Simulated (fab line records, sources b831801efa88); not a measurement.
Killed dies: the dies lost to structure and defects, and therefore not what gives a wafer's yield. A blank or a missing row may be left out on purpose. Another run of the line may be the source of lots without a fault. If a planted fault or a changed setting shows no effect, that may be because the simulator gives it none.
Which tool was responsible? + flow sky130 + 6 lots, 18 wafers sampled, at 4 steps of a route of 708

WHAT EACH GAUGE READ, for each wafer
SKY_PAD_OPEN_BOW_MEAS_13.
| lot  | measured     | on            | PAD_OPEN_BOW (um) |
|------|--------------|---------------|-------------------|
| L844 | day 45 18:41 | film_metro-01 | 55 42 53          |
| L846 | day 46 10:50 | film_metro-01 | 37 42 46          |
| L851 | day 47 18:52 | film_metro-04 | 39 39 51          |
| L858 | day 49 14:28 | film_metro-01 | 45 38 33          |
| L864 | day 50 10:46 | film_metro-04 | 50 54 38          |
| L866 | day 51 02:12 | film_metro-03 | 57 56 45          |

WHICH TOOL RAN EACH LOT (tool, then ch and the chambers of the sampled wafers, then the start)
| lot  | SKY_VT_ADJUST_LVTN_STRIP_20          | SKY_METAL4_STRIP_19                  | SKY_METAL5_SPUTTER_02        |
|------|--------------------------------------|--------------------------------------|------------------------------|
| L844 | plasma_asher-02 ch 0,1, day 7 21:17  | plasma_asher-03 ch 0,1, day 41 18:41 | pvd_sputter-03, day 42 20:11 |
| L846 | plasma_asher-01 ch 0,1, day 8 09:41  | plasma_asher-02 ch 0,1, day 42 14:13 | pvd_sputter-04, day 43 14:40 |
| L851 | plasma_asher-03 ch 0,1, day 9 21:23  | plasma_asher-02 ch 0,1, day 44 02:32 | pvd_sputter-02, day 45 03:11 |
| L858 | plasma_asher-03 ch 0,1, day 12 06:21 | plasma_asher-03 ch 0,1, day 46 05:50 | pvd_sputter-04, day 47 03:42 |
| L864 | plasma_asher-01 ch 0,1, day 13 16:15 | plasma_asher-01 ch 0,1, day 47 04:54 | pvd_sputter-02, day 48 03:59 |
| L866 | plasma_asher-03 ch 0,1, day 14 07:29 | plasma_asher-02 ch 0,1, day 48 00:24 | pvd_sputter-02, day 48 20:49 |
- SKY_VT_ADJUST_LVTN_STRIP_20: strips in O2/N2.
- SKY_METAL4_STRIP_19: strips in O2/N2.
- SKY_METAL5_SPUTTER_02: material AlCu, target thk 1150 nm, time 61.2 s.

THE ANSWER, worked out from the rows above alone
Rule: the lots themselves supply what counts as usual. Put in order of their means at a reading, lots are off if they are a third of the lots or fewer, leave a main group of 4 or more, and stand apart from it by a gap of 3 or more times the standard deviation of the main group's means; of several such gaps the widest counts. Not used: any main group whose means are identical at the precision the tables above print for the reading. Also off: a lot with no number at a reading for which 4 or more lots have one. Where the step has rows for the other lots, those lots are counted as sound.
Across all readings shown, no lot is off: no conclusion can be drawn from this.

WHAT THE SIMULATOR HAD INSERTED
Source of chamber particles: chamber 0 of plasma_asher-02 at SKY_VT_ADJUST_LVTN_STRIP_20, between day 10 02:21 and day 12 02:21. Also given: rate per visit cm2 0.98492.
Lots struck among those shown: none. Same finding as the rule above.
